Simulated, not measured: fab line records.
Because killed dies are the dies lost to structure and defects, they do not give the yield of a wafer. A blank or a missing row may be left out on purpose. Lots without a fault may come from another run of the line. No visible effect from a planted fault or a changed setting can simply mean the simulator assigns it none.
2 desks looking at one fault | flow sky130 | each desk holds nothing but its own numbers, with what lay behind them at the end

== AT THE METROLOGY DESK ==
Lot by lot, what the gauges showed, no matter which tool ran the lot: averages of those sampled wafers that carry a number. If a lot's mean is further than 4 standard deviations from the usual mean, the lot is out of limits and carries the mark OUT (the distance appears in the brackets).
Columns: A = LOCAL_INTERCONNECT_TIN_RS at SKY_LOCAL_INTERCONNECT_RS_MEAS_01, usual 14.12 ohm/sq; B = LOCAL_INTERCONNECT_TIN_THK at SKY_LOCAL_INTERCONNECT_THK_MEAS_02, usual 98.7 nm
lot  | first seen here | A               | B
L135 | day 30 03:40    | 14.27           | 97.8
L137 | day 30 16:16    | 13.94           | 99.8
L138 | day 31 07:02    | 14.09           | 98.7
L140 | day 31 17:17    | 14.13           | 98.3
L142 | day 32 14:15    | 14.01           | 99.5
L143 | day 32 15:10    | 14.06           | 99.2
L144 | day 33 00:19    | 14.26           | 98.1
L146 | day 33 07:06    | 14.09           | 99.5
L148 | day 34 18:46    | 14.17           | 97.9
L150 | day 35 03:25    | 19.57 (+39) OUT | 77.9 (-21) OUT
L151 | day 35 08:22    | 14.20           | 98.6
L152 | day 35 10:11    | 20.21 (+43) OUT | 76.0 (-23) OUT
L154 | day 36 02:53    | 14.18           | 98.2
Finding of this desk: L150, L152 out of limits, first seen on L150 at day 35 03:25 (LOCAL_INTERCONNECT_TIN_RS at SKY_LOCAL_INTERCONNECT_RS_MEAS_01). Within limits: L135, L137, L138, L140, L142, L143, L144, L146, L148, L151, L154.

== TOOL OWNER'S DESK, pvdSputter-04 ==
At SKY_LOCAL_INTERCONNECT_SPUTTER_00 (material TiN, target thk 100 nm, time 83.3 s) the tool's own readings: per lot run on this tool, the mean of the sampled wafers that have a number. If a lot's mean is further than 4 standard deviations from the usual mean, the lot is out of limits and carries the mark OUT (the distance appears in the brackets).
Columns: A = chamberPressurePa at SKY_LOCAL_INTERCONNECT_SPUTTER_00, usual 0.3999 Pa; B = throttleValvePct at SKY_LOCAL_INTERCONNECT_SPUTTER_00, usual 29.3 %
lot  | first seen here | A      | B
L140 | day 31 17:13    | 0.4006 | 29.1
L144 | day 33 00:14    | 0.4003 | 28.8
L148 | day 34 18:43    | 0.3997 | 29.3
L150 | day 35 03:20    | 0.3994 | 29.1
L152 | day 35 10:07    | 0.4002 | 29.4
This desk's verdict: no lot among the 5 shows anything out of limits.

== BROUGHT TOGETHER ==
The metrology desk could have raised an alarm at day 35 03:25, on L150, L152.
The tool owner's desk saw nothing out of limits.
The tool owner's desk has L150, L152 on record, within its limits.
The lots listed all ran SKY_LOCAL_INTERCONNECT_SPUTTER_00 on pvdSputter-04.

== WHAT THE SIMULATOR PUT IN ==
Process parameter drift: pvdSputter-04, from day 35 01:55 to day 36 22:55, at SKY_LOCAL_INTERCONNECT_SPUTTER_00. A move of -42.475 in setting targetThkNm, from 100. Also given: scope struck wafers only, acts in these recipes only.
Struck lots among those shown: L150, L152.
Per desk, hours elapsed from the start of the fault to the first reading out of limits: for the metrology desk, 2.
